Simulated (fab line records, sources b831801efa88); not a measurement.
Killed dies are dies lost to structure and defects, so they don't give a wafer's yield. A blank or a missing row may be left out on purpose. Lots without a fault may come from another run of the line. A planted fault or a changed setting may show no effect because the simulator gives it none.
Which tool did it? | flow sky130 | 13 lots, 39 wafers sampled, at 3 steps of a route of 708

WHAT THE GAUGES READ, wafer by wafer
SKY_NWELL_OVL_MEAS_10.
lot  | measured     | on         | NWELL_00_OVL (nm)
L810 | day 4 14:22  | overlay-01 | 1.1 -1.0 -2.0
L813 | day 5 11:59  | overlay-02 | -0.2 0.6 0.6
L817 | day 6 08:15  | overlay-01 | 0.0 0.3 1.5
L818 | day 6 14:25  | overlay-01 | 0.0 -0.5 -0.3
L820 | day 7 03:35  | overlay-01 | -0.7 -0.1 0.3
L822 | day 7 15:40  | overlay-02 | -2.8 -2.1 -1.2
L825 | day 8 05:16  | overlay-02 | -0.1 -0.4 -0.1
L828 | day 8 21:04  | overlay-02 | -1.4 0.4 -1.1
L829 | day 9 05:35  | overlay-01 | 0.6 0.1 0.3
L830 | day 9 13:25  | overlay-02 | 0.6 0.1 0.5
L831 | day 9 18:40  | overlay-02 | -0.8 -0.8 -0.7
L832 | day 9 22:50  | overlay-02 | 0.5 0.0 -0.1
L833 | day 10 05:16 | overlay-02 | -2.2 -0.2 -1.2

SKY_NWELL_RS_MEAS_29: measures by four-point-probe.
lot  | measured     | on            | NWELL_RS (ohm/sq)
L810 | day 5 08:46  | film_metro-04 | 624.1 625.9 626.1
L813 | day 6 08:26  | film_metro-01 | 625.2 625.3 625.5
L817 | day 7 05:16  | film_metro-03 | 622.5 623.7 623.3
L818 | day 7 11:26  | film_metro-03 | 624.6 623.2 624.0
L820 | day 8 00:36  | film_metro-04 | 626.4 626.6 626.1
L822 | day 8 13:38  | film_metro-01 | 628.2 628.7 628.3
L825 | day 9 04:11  | film_metro-04 | 625.5 625.5 624.2
L828 | day 9 19:43  | film_metro-03 | 628.9 628.7 628.4
L829 | day 10 04:30 | film_metro-03 | 624.7 624.3 623.9
L830 | day 10 12:38 | film_metro-01 | 624.6 625.6 624.9
L831 | day 10 18:07 | film_metro-04 | 627.7 626.7 628.2
L832 | day 10 22:23 | film_metro-03 | 623.7 624.5 625.8
L833 | day 11 04:29 | film_metro-01 | 626.4 627.9 626.3

WHICH TOOL RAN EACH LOT (tool, then ch and the chambers of the sampled wafers, then the start)
lot  | SKY_PWDE_STRIP_09
L810 | plasma_asher-02 ch 0,1, day 3 21:50
L813 | plasma_asher-03 ch 0,1, day 4 18:05
L817 | plasma_asher-03 ch 0,1, day 5 12:32
L818 | plasma_asher-02 ch 0,1, day 5 18:58
L820 | plasma_asher-03 ch 0,1, day 6 08:29
L822 | plasma_asher-04 ch 0,1, day 6 19:16
L825 | plasma_asher-02 ch 0,1, day 7 08:32
L828 | plasma_asher-02 ch 0,1, day 8 00:14
L829 | plasma_asher-04 ch 0,1, day 8 08:31
L830 | plasma_asher-04 ch 0,1, day 8 15:35
L831 | plasma_asher-02 ch 0, day 8 20:44
L832 | plasma_asher-02 ch 0,1, day 9 01:02
L833 | plasma_asher-04 ch 0,1, day 9 07:08
- SKY_PWDE_STRIP_09: strips in O2/N2.

WHAT THE TOOLS THEMSELVES READ (means of the sampled wafers that have a number; where no wafer has one, the mark that the record gives instead)
SKY_PWDE_STRIP_09.
lot  | tool            | drypump_motor_current_A (A) | oes_product_au (a.u.) | strip_time_to_endpoint_s (s)
L810 | plasma_asher-02 | 6.3                         | 0.719                 | 36.93
L813 | plasma_asher-03 | 5.6                         | 0.719                 | 36.95
L817 | plasma_asher-03 | 5.6                         | 0.723                 | 37.05
L818 | plasma_asher-02 | 6.4                         | 0.723                 | 36.94
L820 | plasma_asher-03 | 5.4                         | 0.724                 | 36.86
L822 | plasma_asher-04 | 5.5                         | 0.718                 | 37.01
L825 | plasma_asher-02 | 6.4                         | 0.724                 | 36.91
L828 | plasma_asher-02 | 6.4                         | 0.722                 | 36.97
L829 | plasma_asher-04 | 5.5                         | 0.725                 | 36.87
L830 | plasma_asher-04 | 5.3                         | 0.720                 | 36.89
L831 | plasma_asher-02 | 6.2                         | 0.721                 | 36.93
L832 | plasma_asher-02 | 6.4                         | 0.719                 | 37.00
L833 | plasma_asher-04 | 5.3                         | 0.721                 | 36.84

THE ANSWER, worked out from the rows above alone
Rule: what is usual is taken from the lots themselves. Put in order of their means at a reading, lots are off if they are a third of the lots or fewer, leave a main group of 4 or more, and stand apart from it by a gap of 3 or more times the standard deviation of the main group's means; of several such gaps the widest counts. A main group whose means are all the same, to the digits that the tables above print for the reading, isn't used. A lot without any number at a reading at which 4 lots or more have one is off too. The other lots that the step has rows for count as sound. The gauges are gone through in route order, then the tools' own readings, and for those a lot's mean is taken as printed above. The first step at which some lot is off is used, and at that step the reading that is off furthest; a lot without a number counts as furthest.
No lot is off at any reading shown: from this, nothing can be told.

WHAT THE SIMULATOR HAD PUT IN
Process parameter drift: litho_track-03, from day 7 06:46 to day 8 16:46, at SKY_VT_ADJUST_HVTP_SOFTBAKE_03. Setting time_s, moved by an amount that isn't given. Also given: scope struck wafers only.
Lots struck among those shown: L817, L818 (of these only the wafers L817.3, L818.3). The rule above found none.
